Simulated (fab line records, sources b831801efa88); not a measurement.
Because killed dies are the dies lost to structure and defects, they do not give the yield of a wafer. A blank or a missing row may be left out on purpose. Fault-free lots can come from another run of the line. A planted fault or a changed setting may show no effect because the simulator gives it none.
A lot that was struck, set against a sound lot / flow sky130 / 38 steps out of a route of 708
Sound: these wafers, L212.1, L212.4, L212.6. Struck: wafer L210.4 (L210.1, L210.5, from the same lot, were not struck and are left out); the cause is given at the end.
At each step with rows: each side's tool, then ch and its chambers, then its first start. Under that, the readings that differ: sound wafers / struck wafers / difference of the means / sigmas: that difference in standard deviations of wafers without a fault.
alike: readings with means less than 2 such deviations apart, plus words and numbers identical on both sides. not compared: withheld readings, readings lacking a value on some wafer, bounds such as >300 that could conceal the same value, and numbers that have no deviation in the record and whose values overlap.
Wherever a step has rows on one side only, a row that says differs or no value, or a row with sigmas, the two part there. Numbers that have no deviation but don't overlap get no sigmas and don't part them. A reading missing from all wafers of one side parts the sides only when that side holds two or more wafers.

first, 9 steps without rows for these wafers: SKY_VIA2_SPUTTER_20 (material TiN, target thk 20 nm, time 80 s); SKY_VIA2_CVD_21 (deposits W, target thk 420 nm, time 126.4 s); SKY_VIA2_CMP_24 (polishes, stops on SiO2, t overpolish 20 s, target thk 0 nm); SKY_METAL3_SPUTTER_00 (material Ti, target thk 15 nm, time 10 s); SKY_METAL3_SPUTTER_01 (material TiN, target thk 20 nm, time 16.7 s); SKY_METAL3_SPUTTER_02 (material AlCu, target thk 735 nm, time 39.1 s); SKY_METAL3_SPUTTER_03 (material Ti, target thk 5 nm, time 3.3 s); SKY_METAL3_SPUTTER_04 (material TiN, target thk 70 nm, time 58.3 s); SKY_CAPM_CVD_00 (deposits SiO2, target thk 15.5 nm).
SKY_CAPM_SPUTTER_02: material TiN, target thk 200 nm, time 166.7 s.
  sound on pvd-sputter-04 at day 43 11:19; struck on pvd-sputter-03 at day 42 09:23
reading=model.TiN_of_CAPM_SPUTTER_02.thk-nm (nm); sound=202.5 199.1 201.8; struck=184.7; difference=-16.4; sigmas=
  alike: throttle-valve-pct
SKY_CAPM_RS_MEAS_03: the measuring method here is four-point-probe.
  sound on film-metro-03 at day 43 11:26; struck on film-metro-04 at day 42 09:29
reading=CAPM_TIN_RS (ohm/sq); sound=6.82 6.94 6.82; struck=7.50; difference=+0.64; sigmas=+8
SKY_CAPM_THK_MEAS_04: measures by xrf.
  sound on film-metro-03 at day 43 11:33; struck on film-metro-04 at day 42 09:37
reading=CAPM_TIN_THK (nm); sound=197.5 194.7 197.5; struck=179.6; difference=-17.0; sigmas=-7
then, 7 steps without rows for these wafers: SKY_CAPM_DEHYDRATE_05 (time 60 s); SKY_CAPM_HMDS_06 (prime time 60 s); SKY_CAPM_COAT_07 (resist thk 1140 nm); SKY_CAPM_SOFTBAKE_08 (time 60 s); SKY_CAPM_EXPOSE_09 (exposes mask CAPM, target cd 1000 nm); SKY_CAPM_PEB_10; SKY_CAPM_DEVELOP_11 (develop time 60 s).
SKY_CAPM_METAL_ETCH_13: etches TiN in Cl2/BCl3, stops on SiO2, target depth 220 nm, time 62.9 s.
  sound on rie-metal-01 ch 0,1, day 44 09:49; struck on rie-metal-01 ch 1, day 43 08:34
reading=oes-product-au (a.u.); sound=0.948 0.937 0.949; struck=0.899; difference=-0.046; sigmas=-6
reading=throttle-valve-pct (%); sound=21.889 21.905 21.901; struck=21.919; difference=+0.021; sigmas=+2
  alike: bias-w, drypump-motor-current-A
  not compared: rf-hours-counter-h
then, 16 steps without rows for these wafers: SKY_CAPM_STRIP_14 (strips in O2/N2); SKY_CAPM_STRIP_15 (strips in post etch residue remover, time 1200 s); SKY_CAPM_CLEAN_16 (cleans in IPA, time 180 s); SKY_CAPM_CLEAN_17 (cleans in O3/DIW); SKY_METAL3_DEHYDRATE_05 (time 60 s); SKY_METAL3_HMDS_06 (prime time 60 s); SKY_METAL3_COAT_07 (resist thk 60 nm); SKY_METAL3_COAT_08 (resist thk 1140 nm); SKY_METAL3_SOFTBAKE_09 (time 90 s); SKY_METAL3_EXPOSE_10 (exposes mask MM3, target cd 300 nm); SKY_METAL3_PEB_11; SKY_METAL3_DEVELOP_12 (develop time 60 s); SKY_METAL3_DESCUM_15 (chemistry O2, time 8 s); SKY_METAL3_ETCH_16 (etches BARC in N2/H2, stops on SiO2, time 88.2 s, target depth 60 nm); SKY_METAL3_ETCH_17 (etches SiO2 in C4F8/O2/Ar, stops on TiN, time 3.9 s, target depth 15 nm); SKY_METAL3_METAL_ETCH_18 (etches the open film in Cl2/BCl3, stops on SiO2, target depth 845 nm, time 183.1 s).
SKY_METAL3_STRIP_20: strips in post etch residue remover, time 1200 s.
  sound on wet-bench-02 ch 1, day 45 08:26; struck on wet-bench-01 ch 0, day 44 08:07
reading=model.TiN_of_CAPM_SPUTTER_02.thk-nm (nm); sound=201.7 198.3 200.9; struck=183.9; difference=-16.4; sigmas=
  alike: bath-heat-duty-pct
-- the record jumps here: 6 days lie between the struck wafers' starts before and after (it left off in module METAL3 and takes up again in module PAD_OPEN, whose first step shown is number 708 of the route) --
SKY_PAD_OPEN_PROBE_99:
  sound on prober-01 at day 51 02:13; struck on prober-02 at day 50 09:10
reading=model.etest.cap-mim.plate-ohm-sq; sound=5.888 6.016 5.984; struck=6.511; difference=+0.548; sigmas=
  alike: defect-limited-yield, killed_at_M0_to_M3, killed_at_M4_up, killed-at-contacts, killed-at-front-end, killed-at-other, killed-dies, killed-open, killed-short, sort_bin_3_pad_short, sort_bin_5_function, sort_bin_6_memory, sort-n-pass, sort-yield-pct

WHERE THEY PART
Earliest at SKY_CAPM_RS_MEAS_03; latest, in this record, at SKY_CAPM_METAL_ETCH_13. Later steps at which nothing parts them and some readings are alike: SKY_METAL3_STRIP_20, SKY_PAD_OPEN_PROBE_99.

WHY: what had been put in by the simulator
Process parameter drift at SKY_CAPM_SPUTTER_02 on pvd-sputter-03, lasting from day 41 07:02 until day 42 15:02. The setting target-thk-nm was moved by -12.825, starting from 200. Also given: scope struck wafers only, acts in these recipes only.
